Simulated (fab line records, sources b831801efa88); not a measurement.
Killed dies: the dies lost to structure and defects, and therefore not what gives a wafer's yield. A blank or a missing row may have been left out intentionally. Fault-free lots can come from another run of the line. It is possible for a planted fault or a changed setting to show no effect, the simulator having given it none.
Matching of chambers -- flow sky130 -- 4 sister chambers for SKY_VIA3_CMP_24 on cmp-02
The step polishes, stops on SiO2, t overpolish 20 s, target thk 0 nm. 20 wafers are shown with their chamber, then 10 later ones without.

## WAFERS PAIRED WITH THEIR CHAMBERS
wafer,chamber,motorCurrentA (A),overpolishRunS (s),timeToEndpointS (s)
L074.1,0,10.6,20.005,97
L074.2,3,10.2,20.009,97
L074.5,0,10.6,20.008,99
L076.2,1,9.6,19.987,97
L076.4,3,9.9,20.020,101
L076.6,2,11.1,20.014,97
L077.1,1,9.4,19.997,94
L077.2,3,10.1,20.004,94
L077.3,0,10.6,19.993,97
L078.2,3,10.3,20.016,103
L078.4,0,11.0,20.002,96
L078.6,1,9.5,19.984,100
L081.1,3,10.1,19.999,104
L081.3,2,12.1,20.002,96
L081.4,0,10.4,20.000,101
L084.1,0,10.4,19.998,91
L084.3,2,11.7,20.002,87
L084.5,3,10.7,20.019,95
L088.1,1,9.6,19.999,97
L088.4,0,10.5,20.007,96

SIGNATURES, as means of the wafers listed above
reading,chamber 0,chamber 1,chamber 2,chamber 3,scatter within a chamber
motorCurrentA,10.586,9.525,11.633,10.217,0.268
overpolishRunS,20.00186,19.99175,20.00600,20.01117,0.00706
timeToEndpointS,96.71,97.00,93.33,99.00,3.76
Rule: distance of a wafer from a chamber = root of the sum over the readings of ((wafer's reading minus chamber's mean) / reading's scatter) squared. If the next closest chamber is less than 2 further off than the closest, the wafer can't be placed; otherwise it belongs to the closest. The scatter: the root of (the sum of the squares of (reading less its chamber's mean) over the shown wafers, divided by (wafers less chambers)).

## WAFERS WHOSE CHAMBER IS MISSING
wafer,motorCurrentA (A),overpolishRunS (s),timeToEndpointS (s)
L088.6,12.4,19.995,93
L090.1,11.4,20.004,89
L090.2,9.9,20.001,96
L090.6,10.0,19.998,93
L093.2,9.3,20.004,94
L093.3,10.4,20.016,96
L093.4,12.3,19.996,90
L097.1,9.9,19.985,98
L097.4,10.6,20.001,93
L097.6,9.4,20.004,86

## WHICH CHAMBER EACH ONE RAN IN
wafer,from the rows above,in truth
L088.6,2,2
L090.1,2,2
L090.2,can't be placed: 1 or 3 or 0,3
L090.6,can't be placed: 1 or 0 or 3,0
L093.2,can't be placed: 1 or 3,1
L093.3,can't be placed: 3 or 0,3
L093.4,2,2
L097.1,can't be placed: 1 or 0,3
L097.4,can't be placed: 0 or 3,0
L097.6,can't be placed: 1 or 3 or 0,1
Placed correctly: 3 of 10. From these rows, 7 cannot be placed; in 6 the true chamber is one of the candidates. Wrongly placed: 0.
